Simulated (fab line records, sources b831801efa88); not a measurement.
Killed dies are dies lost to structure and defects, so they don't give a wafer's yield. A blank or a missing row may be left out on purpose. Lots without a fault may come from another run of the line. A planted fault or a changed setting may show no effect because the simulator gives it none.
Which tool did it? | flow gf180mcu | 6 lots, 18 wafers sampled, at 3 steps of a route of 602

WHAT THE GAUGES READ, wafer by wafer
GF_VT_IMPLANT_OVL_MEAS_18.
lot  | measured     | on         | VT_IMPLANT_01_OVL (nm)
L906 | day 6 18:56  | overlay-01 | -2.1 -0.6 -1.7
L908 | day 7 06:44  | overlay-01 | -2.5 -1.6 -1.9
L910 | day 7 19:32  | overlay-01 | -0.9 -1.0 -2.6
L917 | day 9 18:41  | overlay-01 | -0.2 -1.4 -0.1
L922 | day 10 23:32 | overlay-02 | -2.1 0.1 -2.0
L926 | day 12 12:14 | overlay-02 | 0.0 -1.7 -0.4

WHICH TOOL RAN EACH LOT (tool, then ch and the chambers of the sampled wafers, then the start)
lot  | GF_DNWELL_STRIP_08                  | GF_MVPSD_IMPLANT_08
L906 | plasma_asher-03 ch 0,1, day 3 05:43 | implanter-03 ch 0, day 5 12:53
L908 | plasma_asher-01 ch 0,1, day 3 17:19 | implanter-01 ch 0, day 6 00:37
L910 | plasma_asher-03 ch 0, day 4 02:07   | implanter-01 ch 0, day 6 12:29
L917 | plasma_asher-02 ch 0, day 5 19:34   | implanter-03 ch 0, day 8 09:44
L922 | plasma_asher-02 ch 0,1, day 6 19:26 | implanter-04 ch 0, day 9 12:19
L926 | plasma_asher-03 ch 0,1, day 8 00:59 | implanter-03 ch 0, day 10 22:07
- GF_DNWELL_STRIP_08: strips in O2/N2.
- GF_MVPSD_IMPLANT_08

THE ANSWER, worked out from the rows above alone
Rule: what is usual is taken from the lots themselves. Put in order of their means at a reading, lots are off if they are a third of the lots or fewer, leave a main group of 4 or more, and stand apart from it by a gap of 3 or more times the standard deviation of the main group's means; of several such gaps the widest counts. A main group whose means are all the same, to the digits that the tables above print for the reading, isn't used. A lot without any number at a reading at which 4 lots or more have one is off too. The other lots that the step has rows for count as sound.
No lot is off at any reading shown: from this, nothing can be told.

WHAT THE SIMULATOR HAD PUT IN
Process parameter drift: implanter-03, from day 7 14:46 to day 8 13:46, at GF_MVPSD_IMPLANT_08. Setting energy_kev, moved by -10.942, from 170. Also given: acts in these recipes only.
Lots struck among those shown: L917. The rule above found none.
